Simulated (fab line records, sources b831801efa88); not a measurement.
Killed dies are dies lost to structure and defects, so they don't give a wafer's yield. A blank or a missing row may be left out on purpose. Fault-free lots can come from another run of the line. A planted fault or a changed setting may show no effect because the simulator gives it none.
Split-lot trial -- flow sfq_line -- 23 wafers read from 5 lots, route of 325 steps

== THE SPLIT ITSELF ==
At SFQ_TRILAYER_M0_LITHO_COAT_026 (resist thk 62 nm), the setting spin_rpm was moved away from the recipe's 3000 rpm on 7 of the 23 wafers read, by -6.2% to +5.1%. This setting was run at the recipe's value on the other wafers.

Reading taken at the split's own step.

== THE READING ==
BARC_of_TRILAYER_M0_LITHO_COAT_026.thk_nm (the simulator's own value, which no gauge read), in nm, at SFQ_TRILAYER_M0_LITHO_COAT_026 (resist thk 62 nm). The file gives no usual value for it. Across the 16 wafers here that went through the recipe, the average is 61.94 nm and the standard deviation 0.23 nm.

wafer,"tool, chamber at the split","spin_rpm as run, rpm",against the recipe,"BARC_of_TRILAYER_M0_LITHO_COAT_026.thk_nm, nm",against lot-mates on the recipe
L076.1,"litho_track-04, 0",3000,recipe,61.92,-
L076.2,"litho_track-04, 0",3000,recipe,61.85,-
L076.3,"litho_track-04, 0",3000,recipe,62.06,-
L076.4,"litho_track-04, 0",3000,recipe,61.98,-
L076.5,"litho_track-04, 0",3000,recipe,61.98,-
L079.1,"litho_track-01, 0",3000,recipe,62.16,-
L079.2,"litho_track-01, 0",3153,+5.1%,60.85,-1.34
L079.4,"litho_track-01, 0",3000,recipe,62.14,-
L079.5,"litho_track-01, 0",3000,recipe,62.26,-
L079.6,"litho_track-01, 0",3153,+5.1%,60.52,-1.67
L080.1,"litho_track-04, 0",3000,recipe,62.02,-
L080.3,"litho_track-04, 0",3000,recipe,62.02,-
L080.2,"litho_track-04, 0",3064,+2.1%,61.44,-0.63
L080.4,"litho_track-04, 0",3000,recipe,62.16,-
L080.6,"litho_track-04, 0",3064,+2.1%,61.3,-0.77
L083.1,"litho_track-02, 0",3000,recipe,61.65,-
L083.5,"litho_track-02, 0",3000,recipe,61.53,-
L083.6,"litho_track-02, 0",3000,recipe,61.42,-
L085.2,"litho_track-04, 0",3000,recipe,61.81,-
L085.3,"litho_track-04, 0",2813,-6.2%,64.08,+2.15
L085.4,"litho_track-04, 0",2813,-6.2%,63.98,+2.05
L085.5,"litho_track-04, 0",3000,recipe,62.05,-
L085.6,"litho_track-04, 0",2813,-6.2%,63.88,+1.95

FIT RESULTS
A straight line over all 23 wafers: BARC_of_TRILAYER_M0_LITHO_COAT_026.thk_nm changes by -0.299 nm for each +1% of spin_rpm; r = -0.97; the points scatter about the line by 0.23 nm.
The same after taking each lot's own level away (the mean of its wafers on the recipe; 23 wafers): -0.318 nm for each +1%; r = -0.99; scatter 0.1 nm.
Per that fit: largest spin_rpm move, reading shift of 2 nm.
Measured against the standard deviation above, the lots' own levels, which go from 61.533 to 62.187 nm, span 2.9 times it.
So the lot-to-lot level changes the slope little: the two slopes agree.
Check: +1.95 nm against its lot-mates is what the line predicts for one of the wafers moved furthest among these (-6.2%) when that wafer is left out of the fit. It came out at +2.15 nm against them.

== THESE WAFERS: OTHER SPLITS ==
Other splits were also applied to these wafers ahead of the reading. Each is held against what the fit with the lots' levels taken away leaves over:
other split on the same wafers,wafers away from the commonest value,r with BARC_of_TRILAYER_M0_LITHO_COAT_026.thk_nm (lot level and that fit taken away)
SFQ_TRILAYER_L0_LITHO_COAT_010 resist_thk_nm,12,-0.61
SFQ_TRILAYER_L0_LITHO_COAT_005 spin_rpm,10,+0.07
SFQ_TRILAYER_M0_DEP_SPUTTER_019 power_w,8,+0.15

== THE FILE'S OWN FIT ==
BARC_of_TRILAYER_M0_LITHO_COAT_026.thk_nm changes by -0.316 nm for each +1% of spin_rpm, r = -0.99.
